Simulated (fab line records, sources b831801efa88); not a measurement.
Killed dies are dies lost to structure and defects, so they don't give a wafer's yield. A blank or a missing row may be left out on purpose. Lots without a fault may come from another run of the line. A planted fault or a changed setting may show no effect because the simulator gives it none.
Chamber matching | flow sky130 | SKY_LI_CONTACT_CMP_24 on cmp-02: 4 sister chambers
The step polishes, stops on PSG, t overpolish 20 s, target thk 0 nm. 7 wafers are shown with their chamber, then 8 later ones without.

WAFERS WITH THEIR CHAMBER
wafer  | chamber | motor_current_A (A) | time_to_endpoint_s (s)
L691.6 | 0       | 12.6                | 96
L692.4 | 1       | 10.1                | 94
L692.6 | 1       | 10.6                | 93
L698.1 | 2       | 11.0                | 101
L698.3 | 3       | 12.2                | 104
L698.5 | 2       | 11.2                | 102
L700.1 | 3       | 12.3                | 99

WAFERS WITHOUT THEIR CHAMBER
wafer  | motor_current_A (A) | time_to_endpoint_s (s)
L700.3 | 12.2                | 93
L700.6 | 11.6                | 99
L699.1 | 12.2                | 102
L699.2 | 10.7                | 102
L699.4 | 11.3                | 102
L705.2 | 11.8                | 96
L705.3 | 12.1                | 94
L705.5 | 12.0                | 93

WHICH CHAMBER EACH WENT THROUGH
wafer  | from the rows above          | in truth
L700.3 | can't be placed: 0 or 3      | 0
L700.6 | can't be placed: 2 or 3      | 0
L699.1 | 3                            | 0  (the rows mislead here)
L699.2 | 2                            | 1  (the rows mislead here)
L699.4 | 2                            | 2
L705.2 | can't be placed: 3 or 0 or 2 | 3
L705.3 | can't be placed: 0 or 3      | 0
L705.5 | can't be placed: 0 or 3      | 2
Placed correctly: 1 of 8. Can't be placed from these rows: 5 (the true chamber is among the candidates in 3). Placed wrongly: 2.
How it was worked out, from the rows above alone: a wafer's distance from a chamber is the root of the sum, over the readings, of the square of ((its reading less the chamber's mean) divided by the reading's scatter). The wafer belongs to the nearest chamber; if the next one is less than 2 further off, it can't be placed. A chamber's mean is the mean of its shown wafers. The scatter: the root of (the sum of the squares of (reading less its chamber's mean) over the shown wafers, divided by (wafers less chambers)).
